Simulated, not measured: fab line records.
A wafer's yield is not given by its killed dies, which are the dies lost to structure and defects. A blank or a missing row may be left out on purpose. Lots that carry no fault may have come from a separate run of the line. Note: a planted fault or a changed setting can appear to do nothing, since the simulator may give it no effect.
fab line records | flow gf180mcu | part 2 of 2: steps 29 to 38 of 38
record: lots: 5 | wafers: 15 | last_day: 34
route steps=602 shown SAB@273 SALICIDE@278 CONTACT@287
lots that met no fault: taken from a fault-free run of the same line
start_h: hours from the record's opening day to when the first of the lot's shown wafers began | wait_h: hours since the lot's step before | " as in the row above | L1.1+2: a row that stands for several wafers | - either no value or no given start | * or withheld: withheld | < > ~ a bound
route shown NAME@n: names a module that has steps shown in the file, with the first one's number in the route | usual: mean/standard deviation taken from wafers without a fault | same: alike in all rows | chamber/n: place in a boat | sites: the reading at each site | _std_site: standard deviation of those values | _edge_site: mean of outer sites minus mean of inner sites | radius_mm: for every site, how far away it sits from the centre of the wafer | mask NAME#n: copy n | behind: tool/chamber where the wafer was last shaped | hold: what put the lot on hold/how long, in hours/how the hold closed | device: the transistor (n, p or np) that didn't switch | end of line: tests of these same wafers at the route's end | a step without rows: its recipe alone | killed: at the first sort, the dies lost to defects and structure; wafer yield is something else | map: a wafer's dies, marking killed ones x, the rest . and places with no die _
set.NAME: the setting as run; set.NAME@STEP: as run at that earlier step | model.NAME: the simulator's own value behind a step, which no gauge read
lots seen at some steps along the route; tables by step, rows by wafer
services: from which hour (start_h, from the record's first day; less than 0 if before it) a tool's chamber was out of use, for how many hours, and why
== steps ==
step: GF_CONTACT_CD_MEAS_14
recipe: target_cd_nm: 220
usual: cd_nm: 220.1/1.6
lot.wafer | tool      | chamber | start_h | wait_h | cd_nm
L083.1    | cd_sem-02 | -       | 457.09  | 0.1    | 220.5
L083.3    | "         | -       | "       | "      | 221.2
L083.4    | "         | -       | "       | "      | 220.6
L087.2    | cd_sem-01 | -       | 481.39  | 0.1    | 222.0
L087.3    | "         | -       | "       | "      | 221.4
L087.6    | "         | -       | "       | "      | 220.6
L089.1    | cd_sem-01 | -       | 491.63  | 0.1    | 222.0
L089.4    | "         | -       | "       | "      | 220.8
L089.6    | "         | -       | "       | "      | 220.2
L092.1    | cd_sem-02 | -       | 515.37  | 0.1    | 219.3
L092.2    | "         | -       | "       | "      | 220.4
L092.5    | "         | -       | "       | "      | 218.9
L096.1    | cd_sem-01 | -       | 551.52  | 0.1    | 219.2
L096.2    | "         | -       | "       | "      | 220.7
L096.6    | "         | -       | "       | "      | 217.9
step: GF_CONTACT_OVL_MEAS_15
usual: CONTACT_OVL: -3/6.2
lot.wafer | tool       | chamber | start_h | wait_h | CONTACT_OVL[nm]
L083.1    | overlay-02 | -       | 457.21  | 0.1    | -12
L083.3    | "          | -       | "       | "      | -6
L083.4    | "          | -       | "       | "      | -6
L087.2    | overlay-02 | -       | 481.50  | 0.1    | 10
L087.3    | "          | -       | "       | "      | 6
L087.6    | "          | -       | "       | "      | 12
L089.1    | overlay-01 | -       | 491.75  | 0.1    | -2
L089.4    | "          | -       | "       | "      | -3
L089.6    | "          | -       | "       | "      | 0
L092.1    | overlay-01 | -       | 515.49  | 0.1    | -4
L092.2    | "          | -       | "       | "      | -16
L092.5    | "          | -       | "       | "      | -4
L096.1    | overlay-01 | -       | 551.64  | 0.1    | 3
L096.2    | "          | -       | "       | "      | -10
L096.6    | "          | -       | "       | "      | 0
step: GF_CONTACT_ETCH_16
recipe: chemistry: N2/H2 | target_depth_a: withheld | overetch_a: withheld | time_s: withheld | target: BARC | ion_energy_ev: 200 | source_w: 500 | bias_w: 100 | pressure_mtorr: 30 | n2_flow_sccm: 100 | h2_flow_sccm: 200
usual: drypump_motor_current_A: 6.0/0.33 | oes_product_au: 0.854/0.0044 | throttle_valve_pct: 13.225/0.0096
lot.wafer | tool        | chamber | start_h | wait_h | drypump_motor_current_A | oes_product_au | throttle_valve_pct
L083.1    | rie_diel-04 | 0       | 457.25  | 0.0    | 6.4                     | 0.854          | 13.229
L083.3    | "           | 2       | "       | "      | 6.3                     | 0.859          | 13.225
L083.4    | "           | 1       | "       | "      | 6.0                     | 0.856          | 13.232
L087.2    | rie_diel-02 | 0       | 481.53  | 0.0    | 5.9                     | 0.855          | 13.228
L087.3    | "           | 3       | "       | "      | 6.4                     | 0.860          | 13.231
L087.6    | "           | 0       | "       | "      | 5.9                     | 0.855          | 13.219
L089.1    | rie_diel-03 | 0       | 491.78  | 0.0    | 5.5                     | 0.858          | 13.218
L089.4    | "           | 3       | "       | "      | 5.5                     | 0.855          | 13.213
L089.6    | "           | 1       | "       | "      | 5.4                     | 0.853          | 13.230
L092.1    | rie_diel-02 | 2       | 515.53  | 0.0    | 6.1                     | 0.866          | 13.216
L092.2    | "           | 1       | "       | "      | 5.5                     | 0.849          | 13.227
L092.5    | "           | 2       | "       | "      | 6.1                     | 0.855          | 13.217
L096.1    | rie_diel-04 | 3       | 551.68  | 0.0    | 6.1                     | 0.855          | 13.213
L096.2    | "           | 1       | "       | "      | 6.0                     | 0.849          | 13.220
L096.6    | "           | 0       | "       | "      | 6.4                     | 0.851          | 13.227
step: GF_CONTACT_ETCH_17
recipe: chemistry: C4F8/O2/Ar | mask_material: KrF | target: SiO2 | stop_on: CoSi2 | source_w: 1500 | bias_w: 1200 | pressure_mtorr: 40 | c4f8_flow_sccm: withheld | O2_flow_sccm: 6 | Ar_flow_sccm: 300 | time_s: withheld | target_depth_a: 8600
usual: oes_product_au: 0.815/0.0047
lot.wafer | tool        | chamber | start_h | wait_h | oes_product_au
L083.1    | rie_diel-04 | 0       | -       | -      | 0.808
L083.3    | "           | 2       | "       | "      | 0.811
L083.4    | "           | 1       | "       | "      | 0.819
L087.2    | rie_diel-02 | 0       | -       | -      | 0.811
L087.3    | "           | 3       | "       | "      | 0.815
L087.6    | "           | 0       | "       | "      | 0.820
L089.1    | rie_diel-03 | 0       | -       | -      | 0.807
L089.4    | "           | 3       | "       | "      | 0.814
L089.6    | "           | 1       | "       | "      | 0.816
L092.1    | rie_diel-02 | 2       | -       | -      | 0.818
L092.2    | "           | 1       | "       | "      | 0.818
L092.5    | "           | 2       | "       | "      | 0.815
L096.1    | rie_diel-04 | 3       | -       | -      | 0.815
L096.2    | "           | 1       | "       | "      | 0.811
L096.6    | "           | 0       | "       | "      | 0.821
step: GF_CONTACT_STRIP_18
recipe: chemistry: O2/N2 | power_w: 1400 | pressure_mtorr: 1500 | platen_temp_c: 250 | o2_flow_sccm: 3000 | n2_flow_sccm: 300 | overash_fraction: 0.5
usual: drypump_motor_current_A: 5.7/0.34 | heater_power_w: 340/31 | oes_product_au: 0.580/0.0044
lot.wafer | tool            | chamber | start_h | wait_h | drypump_motor_current_A | heater_power_w | oes_product_au | rf_hours_counter_h
L083.1    | plasma_asher-02 | 1       | 457.41  | -      | 6.2                     | 295            | 0.579          | 38
L083.3    | "               | 1       | "       | "      | 6.2                     | 298            | 0.581          | -
L083.4    | "               | 0       | "       | "      | 5.9                     | 408            | 0.582          | -
L087.2    | plasma_asher-03 | 0       | 481.69  | -      | 5.4                     | 348            | 0.575          | 87
L087.3    | "               | 1       | "       | "      | 5.1                     | 358            | 0.582          | -
L087.6    | "               | 1       | "       | "      | 5.1                     | 358            | 0.583          | -
L089.1    | plasma_asher-01 | 0       | 491.95  | -      | 5.7                     | 312            | 0.580          | 68
L089.4    | "               | 0       | "       | "      | 5.7                     | 311            | 0.570          | -
L089.6    | "               | 0       | "       | "      | 5.7                     | 305            | 0.580          | -
L092.1    | plasma_asher-01 | 0       | 515.69  | -      | 5.7                     | 311            | 0.587          | 70
L092.2    | "               | 1       | "       | "      | 6.0                     | 359            | 0.577          | 70
L092.5    | "               | 0       | "       | "      | 5.7                     | 311            | 0.581          | -
L096.1    | plasma_asher-01 | 0       | 551.84  | -      | 5.7                     | 313            | 0.578          | 74
L096.2    | "               | 1       | "       | "      | 6.0                     | 351            | 0.576          | 74
L096.6    | "               | 0       | "       | "      | 5.7                     | 306            | 0.586          | -
step: GF_CONTACT_CLEAN_19
recipe: chemistry: SPM
lot.wafer  | tool         | chamber | start_h | wait_h
L083.1+3+4 | wet_bench-04 | 0       | 457.51  | 0.1
L087.2+3+6 | wet_bench-04 | 3       | 481.79  | 0.1
L089.1+4+6 | wet_bench-04 | 1       | 492.05  | 0.1
L092.1+2+5 | wet_bench-04 | 2       | 515.79  | 0.1
L096.1+2+6 | wet_bench-03 | 1       | 551.94  | 0.1
step: GF_CONTACT_CLEAN_20
recipe: chemistry: DIW
lot.wafer  | tool         | chamber | start_h | wait_h
L083.1+3+4 | wet_bench-03 | 2       | 457.60  | 0.0
L087.2+3+6 | wet_bench-03 | 0       | 481.89  | 0.0
L089.1+4+6 | wet_bench-01 | 3       | 492.14  | 0.0
L092.1+2+5 | wet_bench-01 | 0       | 515.89  | 0.0
L096.1+2+6 | wet_bench-04 | 1       | 552.03  | 0.0
step: GF_CONTACT_CLEAN_21
recipe: chemistry: dHF | time_s: 20 | dilution: 100:1 | dry: ipa_marangoni
lot.wafer  | tool         | chamber | start_h | wait_h
L083.1+3+4 | wet_bench-04 | 3       | 457.79  | 0.0
L087.2+3+6 | wet_bench-01 | 1       | 481.99  | 0.0
L089.1+4+6 | wet_bench-03 | 0       | 492.24  | 0.0
L092.1+2+5 | wet_bench-04 | 2       | 515.99  | 0.0
L096.1+2+6 | wet_bench-01 | 2       | 552.13  | 0.0
step: GF_CONTACT_SPUTTER_22
recipe: material: Ti | target_thk_nm: 15 | chamber_pressure_pa: 5 | power_w: 2500 | substrate_temp_c: 200 | time_s: 80.02
usual: substrate_temp_c: 199.99/0.14 | throttle_valve_pct: 29.6/1.3
lot.wafer | tool           | chamber | start_h | wait_h | substrate_temp_c | throttle_valve_pct
L083.1    | pvd_sputter-04 | -       | 457.80  | 0.0    | 200.01           | 31.4
L083.3    | "              | -       | "       | "      | 199.98           | 29.9
L083.4    | "              | -       | "       | "      | 199.91           | 29.7
L087.2    | pvd_sputter-04 | -       | 482.01  | 0.0    | 200.14           | 29.6
L087.3    | "              | -       | "       | "      | 200.16           | 31.5
L087.6    | "              | -       | "       | "      | 199.92           | 31.5
L089.1    | pvd_sputter-04 | -       | 492.27  | 0.0    | 199.97           | 31.6
L089.4    | "              | -       | "       | "      | 199.78           | 29.5
L089.6    | "              | -       | "       | "      | 200.14           | 29.9
L092.1    | pvd_sputter-04 | -       | 516.00  | 0.0    | 199.79           | 31.2
L092.2    | "              | -       | "       | "      | 200.00           | 31.2
L092.5    | "              | -       | "       | "      | 199.86           | 31.2
L096.1    | pvd_sputter-02 | -       | 552.14  | 0.0    | 200.26           | 28.8
L096.2    | "              | -       | "       | "      | 199.85           | 28.2
L096.6    | "              | -       | "       | "      | 200.20           | 31.2
step: GF_CONTACT_SPUTTER_23
recipe: material: TiN | target_thk_nm: 10 | chamber_pressure_pa: 5 | power_w: 4000 | time_s: 40
usual: throttle_valve_pct: 29.5/1.3
lot.wafer | tool           | chamber | start_h | wait_h | throttle_valve_pct
L083.1    | pvd_sputter-04 | -       | 457.86  | 0.0    | 31.6
L083.3    | "              | -       | "       | "      | 30.2
L083.4    | "              | -       | "       | "      | 29.3
L087.2    | pvd_sputter-04 | -       | 482.07  | 0.0    | 29.4
L087.3    | "              | -       | "       | "      | 31.5
L087.6    | "              | -       | "       | "      | 31.1
L089.1    | pvd_sputter-04 | -       | 492.33  | 0.0    | 31.1
L089.4    | "              | -       | "       | "      | 29.3
L089.6    | "              | -       | "       | "      | 29.8
L092.1    | pvd_sputter-04 | -       | 516.06  | 0.0    | 31.2
L092.2    | "              | -       | "       | "      | 31.3
L092.5    | "              | -       | "       | "      | 31.2
L096.1    | pvd_sputter-02 | -       | 552.20  | 0.0    | 28.7
L096.2    | "              | -       | "       | "      | 28.4
L096.6    | "              | -       | "       | "      | 31.1
== services ==
tool            | chamber | start_h | hours | kind
wet_bench-02    | -       | 408.10  | 4.4   | pm
krf_scanner-02  | -       | 409.97  | 1.0   | pm
rie_diel-03     | -       | 413.79  | 0.4   | repair
wet_bench-03    | -       | 439.34  | 1.1   | repair
krf_scanner-02  | -       | 439.83  | 1.3   | pm
krf_scanner-02  | -       | 443.57  | 2.1   | repair
cmp-02          | -       | 456.34  | 4.0   | pm
pvd_sputter-04  | -       | 459.84  | 13.6  | repair
rie_diel-02     | 2       | 480.81  | 1.6   | repair
rie_diel-03     | -       | 480.96  | 2.8   | pm
cmp-02          | -       | 488.38  | 1.1   | repair
rie_diel-03     | 3       | 494.91  | 10.3  | repair
pvd_sputter-02  | -       | 497.53  | 7.3   | repair
pvd_sputter-04  | -       | 497.54  | 5.7   | repair
plasma_asher-01 | -       | 501.99  | 3.7   | repair
pvd_sputter-02  | -       | 507.07  | 1.8   | repair
rie_diel-02     | 3       | 510.02  | 13.4  | repair
wet_bench-04    | -       | 512.24  | 1.7   | repair
rie_diel-02     | 0       | 516.01  | 6.7   | repair
pvd_sputter-04  | -       | 516.64  | 2.5   | repair
rie_diel-02     | 2       | 534.47  | 19.6  | repair
hdpcvd-01       | -       | 539.25  | 15.0  | pm
rie_diel-03     | 0       | 539.77  | 6.6   | repair
rie_diel-02     | 3       | 548.21  | 6.8   | repair
